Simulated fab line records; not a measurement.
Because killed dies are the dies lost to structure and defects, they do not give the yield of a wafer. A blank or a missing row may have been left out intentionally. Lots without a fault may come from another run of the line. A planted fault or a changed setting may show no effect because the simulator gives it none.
What tool caused it? / flow gf180mcu / 14 lots with 42 wafers sampled at 4 steps, on a route of 602 steps

## WHAT THE GAUGES READ, wafer by wafer
GF_M1_RS_MEAS_05: the measuring method here is four-point-probe.
lot=L482; measured=day 16 23:55; on=film-metro-02; M1_ALCU_RS (ohm/sq)=0.0695 0.0679 0.0680
lot=L484; measured=day 18 00:40; on=film-metro-04; M1_ALCU_RS (ohm/sq)=0.0697 0.0702 0.0696
lot=L485; measured=day 18 07:24; on=film-metro-01; M1_ALCU_RS (ohm/sq)=0.0697 0.0678 0.0698
lot=L486; measured=day 18 21:38; on=film-metro-04; M1_ALCU_RS (ohm/sq)=0.0695 0.0697 0.0690
lot=L487; measured=day 18 23:07; on=film-metro-01; M1_ALCU_RS (ohm/sq)=0.0675 0.0671 0.0676
lot=L488; measured=day 19 13:47; on=film-metro-02; M1_ALCU_RS (ohm/sq)=0.0685
lot=L492; measured=day 21 01:05; on=film-metro-01; M1_ALCU_RS (ohm/sq)=0.0680 0.0681 0.0678
lot=L493; measured=day 21 04:23; on=film-metro-01; M1_ALCU_RS (ohm/sq)=0.0676 0.0691 0.0683
lot=L498; measured=day 23 00:48; on=film-metro-01; M1_ALCU_RS (ohm/sq)=0.0690 0.0696 0.0698
lot=L500; measured=day 23 13:10; on=film-metro-01; M1_ALCU_RS (ohm/sq)=0.0690 0.0686 0.0674
lot=L501; measured=day 23 23:12; on=film-metro-02; M1_ALCU_RS (ohm/sq)=0.0674 0.0681 0.0695
lot=L503; measured=day 24 15:07; on=film-metro-01; M1_ALCU_RS (ohm/sq)=0.0715 0.0691 0.0711

## EACH LOT AND THE TOOL THAT RAN IT (in order: tool; ch and the chambers of the sampled wafers; start)
lot=L482; GF_CONTACT_CMP_27=cmp-01 ch 0,3, day 16 23:23; GF_M1_SPUTTER_00=pvd-sputter-01, day 16 23:41; GF_M1_SPUTTER_02=pvd-sputter-01, day 16 23:49
lot=L484; GF_CONTACT_CMP_27=cmp-02 ch 1,3, day 18 00:11; GF_M1_SPUTTER_00=pvd-sputter-02, day 18 00:26; GF_M1_SPUTTER_02=pvd-sputter-02, day 18 00:34
lot=L485; GF_CONTACT_CMP_27=cmp-02 ch 0,1, day 18 06:53; GF_M1_SPUTTER_00=pvd-sputter-01, day 18 07:11; GF_M1_SPUTTER_02=pvd-sputter-01, day 18 07:19
lot=L486; GF_CONTACT_CMP_27=cmp-01 ch 0,3, day 18 21:09; GF_M1_SPUTTER_00=pvd-sputter-02, day 18 21:24; GF_M1_SPUTTER_02=pvd-sputter-02, day 18 21:32
lot=L487; GF_CONTACT_CMP_27=cmp-01 ch 1,2,3, day 18 22:33; GF_M1_SPUTTER_00=pvd-sputter-01, day 18 22:48; GF_M1_SPUTTER_02=pvd-sputter-01, day 18 22:56
lot=L488; GF_CONTACT_CMP_27=cmp-01 ch 0,2,3, day 19 13:21; GF_M1_SPUTTER_00=pvd-sputter-03, day 19 13:33; GF_M1_SPUTTER_02=pvd-sputter-03, day 19 13:41
lot=L489; GF_CONTACT_CMP_27=cmp-01 ch 0,1,3, day 19 19:07; GF_M1_SPUTTER_00=-; GF_M1_SPUTTER_02=-
lot=L490; GF_CONTACT_CMP_27=cmp-01 ch 1,2,3, day 20 03:52; GF_M1_SPUTTER_00=-; GF_M1_SPUTTER_02=-
lot=L492; GF_CONTACT_CMP_27=cmp-02 ch 1,2,3, day 21 00:35; GF_M1_SPUTTER_00=pvd-sputter-01, day 21 00:50; GF_M1_SPUTTER_02=pvd-sputter-01, day 21 00:58
lot=L493; GF_CONTACT_CMP_27=cmp-02 ch 1,2,3, day 21 03:56; GF_M1_SPUTTER_00=pvd-sputter-03, day 21 04:08; GF_M1_SPUTTER_02=pvd-sputter-03, day 21 04:17
lot=L498; GF_CONTACT_CMP_27=cmp-02 ch 1,2, day 23 00:14; GF_M1_SPUTTER_00=pvd-sputter-01, day 23 00:32; GF_M1_SPUTTER_02=pvd-sputter-01, day 23 00:40
lot=L500; GF_CONTACT_CMP_27=cmp-01 ch 2,3, day 23 12:38; GF_M1_SPUTTER_00=pvd-sputter-03, day 23 12:53; GF_M1_SPUTTER_02=pvd-sputter-03, day 23 13:01
lot=L501; GF_CONTACT_CMP_27=cmp-01 ch 0,3, day 23 22:41; GF_M1_SPUTTER_00=pvd-sputter-03, day 23 22:56; GF_M1_SPUTTER_02=pvd-sputter-03, day 23 23:04
lot=L503; GF_CONTACT_CMP_27=cmp-02 ch 0,1,2, day 24 14:38; GF_M1_SPUTTER_00=pvd-sputter-01, day 24 14:53; GF_M1_SPUTTER_02=pvd-sputter-01, day 24 15:01
- GF_CONTACT_CMP_27: polishes, stops on SiO2, t overpolish 15 s, target thk 0 nm.
- GF_M1_SPUTTER_00: material Ti, target thk 37.5 nm, time 150 s.
- GF_M1_SPUTTER_02: material AlCu, target thk 450 nm, time 23.9 s.

## WHAT THE TOOLS THEMSELVES READ (means of the sampled wafers that have a number; where no wafer has one, the mark that the record gives instead)
GF_CONTACT_CMP_27.
lot=L482; tool=cmp-01; head-pressure-psi (psi)=3.501; motor-current-A (A)=10.7; overpolish-run-s (s)=14.997; retaining-ring-pressure-frac=1.002; time-to-endpoint-s (s)=71
lot=L484; tool=cmp-02; head-pressure-psi (psi)=3.489; motor-current-A (A)=11.5; overpolish-run-s (s)=14.992; retaining-ring-pressure-frac=1.001; time-to-endpoint-s (s)=70
lot=L485; tool=cmp-02; head-pressure-psi (psi)=3.503; motor-current-A (A)=11.8; overpolish-run-s (s)=14.998; retaining-ring-pressure-frac=0.995; time-to-endpoint-s (s)=74
lot=L486; tool=cmp-01; head-pressure-psi (psi)=3.506; motor-current-A (A)=10.3; overpolish-run-s (s)=14.996; retaining-ring-pressure-frac=1.003; time-to-endpoint-s (s)=67
lot=L487; tool=cmp-01; head-pressure-psi (psi)=3.502; motor-current-A (A)=10.6; overpolish-run-s (s)=15.000; retaining-ring-pressure-frac=1.004; time-to-endpoint-s (s)=72
lot=L488; tool=cmp-01; head-pressure-psi (psi)=2.222; motor-current-A (A)=7.7; overpolish-run-s (s)=0.037; retaining-ring-pressure-frac=0.999; time-to-endpoint-s (s)=114
lot=L489; tool=cmp-01; head-pressure-psi (psi)=2.211; motor-current-A (A)=8.3; overpolish-run-s (s)=0.043; retaining-ring-pressure-frac=1.003; time-to-endpoint-s (s)=114
lot=L490; tool=cmp-01; head-pressure-psi (psi)=2.217; motor-current-A (A)=7.8; overpolish-run-s (s)=0.042; retaining-ring-pressure-frac=1.000; time-to-endpoint-s (s)=114
lot=L492; tool=cmp-02; head-pressure-psi (psi)=3.499; motor-current-A (A)=11.5; overpolish-run-s (s)=14.995; retaining-ring-pressure-frac=0.998; time-to-endpoint-s (s)=68
lot=L493; tool=cmp-02; head-pressure-psi (psi)=3.500; motor-current-A (A)=11.6; overpolish-run-s (s)=15.005; retaining-ring-pressure-frac=1.005; time-to-endpoint-s (s)=67
lot=L498; tool=cmp-02; head-pressure-psi (psi)=3.494; motor-current-A (A)=12.0; overpolish-run-s (s)=14.991; retaining-ring-pressure-frac=1.000; time-to-endpoint-s (s)=67
lot=L500; tool=cmp-01; head-pressure-psi (psi)=3.510; motor-current-A (A)=9.8; overpolish-run-s (s)=14.999; retaining-ring-pressure-frac=0.997; time-to-endpoint-s (s)=72
lot=L501; tool=cmp-01; head-pressure-psi (psi)=3.508; motor-current-A (A)=10.1; overpolish-run-s (s)=15.000; retaining-ring-pressure-frac=1.000; time-to-endpoint-s (s)=68
lot=L503; tool=cmp-02; head-pressure-psi (psi)=3.499; motor-current-A (A)=11.5; overpolish-run-s (s)=14.998; retaining-ring-pressure-frac=0.999; time-to-endpoint-s (s)=72

GF_M1_SPUTTER_00.
lot=L482; tool=pvd-sputter-01; substrate-temp-c (C)=200.07; throttle-valve-pct (%)=30.5
lot=L484; tool=pvd-sputter-02; substrate-temp-c (C)=199.73; throttle-valve-pct (%)=30.8
lot=L485; tool=pvd-sputter-01; substrate-temp-c (C)=199.99; throttle-valve-pct (%)=30.3
lot=L486; tool=pvd-sputter-02; substrate-temp-c (C)=199.94; throttle-valve-pct (%)=30.4
lot=L487; tool=pvd-sputter-01; substrate-temp-c (C)=200.05; throttle-valve-pct (%)=30.5
lot=L488; tool=pvd-sputter-03; substrate-temp-c (C)=199.90; throttle-valve-pct (%)=28.9
lot=L492; tool=pvd-sputter-01; substrate-temp-c (C)=199.86; throttle-valve-pct (%)=30.2
lot=L493; tool=pvd-sputter-03; substrate-temp-c (C)=200.13; throttle-valve-pct (%)=29.5
lot=L498; tool=pvd-sputter-01; substrate-temp-c (C)=200.06; throttle-valve-pct (%)=30.2
lot=L500; tool=pvd-sputter-03; substrate-temp-c (C)=199.96; throttle-valve-pct (%)=29.6
lot=L501; tool=pvd-sputter-03; substrate-temp-c (C)=200.12; throttle-valve-pct (%)=29.1
lot=L503; tool=pvd-sputter-01; substrate-temp-c (C)=200.02; throttle-valve-pct (%)=30.5

GF_M1_SPUTTER_02.
lot=L482; tool=pvd-sputter-01; throttle-valve-pct (%)=30.5
lot=L484; tool=pvd-sputter-02; throttle-valve-pct (%)=31.1
lot=L485; tool=pvd-sputter-01; throttle-valve-pct (%)=30.1
lot=L486; tool=pvd-sputter-02; throttle-valve-pct (%)=30.4
lot=L487; tool=pvd-sputter-01; throttle-valve-pct (%)=30.5
lot=L488; tool=pvd-sputter-03; throttle-valve-pct (%)=28.7
lot=L492; tool=pvd-sputter-01; throttle-valve-pct (%)=30.3
lot=L493; tool=pvd-sputter-03; throttle-valve-pct (%)=29.5
lot=L498; tool=pvd-sputter-01; throttle-valve-pct (%)=30.3
lot=L500; tool=pvd-sputter-03; throttle-valve-pct (%)=29.6
lot=L501; tool=pvd-sputter-03; throttle-valve-pct (%)=29.1
lot=L503; tool=pvd-sputter-01; throttle-valve-pct (%)=30.4

## THE ANSWER, worked out from the rows above alone
Rule: the lots themselves supply what counts as usual. The widest of any qualifying gaps counts: lots, ordered by their means at a reading, are off when they make up no more than a third of the lots, leave a main group of 4 or more, and stand apart from it by 3 or more times the standard deviation of that group's means. If all means in a main group match to the digits the tables above print for the reading, that group is not used. Also off: a lot with no number at a reading for which 4 or more lots have one. The other lots that the step has rows for count as sound. After the gauges, taken in route order, come the tools' own readings; for these a lot's mean is taken, as printed above. At the first step where some lot is off, the reading lying furthest off is the one used; lots without a number count as furthest.
Off at GF_CONTACT_CMP_27 (overpolish-run-s): L488, L489, L490. The main group has a mean of 14.997 s with a standard deviation of 0.0037.
A tool fits if, at that step or a process step before it, it ran every lot that is off, and no sound lot after the first of them. None of those tried fits.

## WHAT WAS PUT IN BY THE SIMULATOR
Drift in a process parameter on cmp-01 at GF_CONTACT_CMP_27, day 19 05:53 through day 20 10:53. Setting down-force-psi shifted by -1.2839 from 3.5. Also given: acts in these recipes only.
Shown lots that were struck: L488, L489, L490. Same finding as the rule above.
